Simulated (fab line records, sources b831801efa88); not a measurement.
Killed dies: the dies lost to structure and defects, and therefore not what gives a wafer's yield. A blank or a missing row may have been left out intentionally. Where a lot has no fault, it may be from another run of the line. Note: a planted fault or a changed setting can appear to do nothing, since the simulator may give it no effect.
One fault through the eyes of 2 desks ; flow gf180mcu ; each desk holds nothing but its own numbers, with what lay behind them at the end

AT THE TOOL OWNER'S DESK: furnace-01
The tool's own readings at GF_DUAL_GATE_OXIDATION_15 (stabilise 600 s, purge 300 s, target thk 7.098 nm): means of the sampled wafers that have a number, for each lot that ran on this tool. The brackets show how far a lot's mean lies from the usual mean; more than 4 standard deviations puts the lot out of limits, marked OUT.
Columns: A = spike_tc_lower_C at GF_DUAL_GATE_OXIDATION_15, usual 851.1 C; B = tube_center_temp_C_max at GF_DUAL_GATE_OXIDATION_15, usual 852.2; C = zone_power_centre_pct at GF_DUAL_GATE_OXIDATION_15, usual 15.3 %
lot;first seen here;A;B;C
L844;day 8 15:44;851.3;851.9;14.9
L853;day 11 05:58;850.8;852.0;14.9
L854;day 11 12:32;850.9;852.3;15.0
L857;day 12 09:53;851.2;852.2;15.0
This desk's verdict: no lot among the 4 shows anything out of limits.

AT THE METROLOGY DESK
What the gauges read for every lot (on any tool): the sampled wafers with a number, averaged. The brackets show how far a lot's mean lies from the usual mean; more than 4 standard deviations puts the lot out of limits, marked OUT.
Columns: A = DUAL_GATE_OXIDATION_00_THK at GF_DUAL_GATE_THK_MEAS_03, usual 11.06 nm; B = DUAL_GATE_OVL at GF_DUAL_GATE_OVL_MEAS_11, usual -0.4 nm
lot;first seen here;A;B
L844;day 7 22:35;10.93;-1.4
L849;day 9 09:37;11.15;0.5
L853;day 10 12:13;11.01;0.2
L854;day 10 18:11;11.38;-0.2
L857;day 11 14:44;11.23;-0.3
L863;day 13 06:25;10.87;-2.0
L864;day 13 11:15;11.17;-1.1
This desk's verdict: no lot among the 7 shows anything out of limits.

ALL TOGETHER
The tool owner's desk saw nothing out of limits.
From the metrology desk's view, nothing was out of limits.

WHAT THE SIMULATOR HAD INSERTED
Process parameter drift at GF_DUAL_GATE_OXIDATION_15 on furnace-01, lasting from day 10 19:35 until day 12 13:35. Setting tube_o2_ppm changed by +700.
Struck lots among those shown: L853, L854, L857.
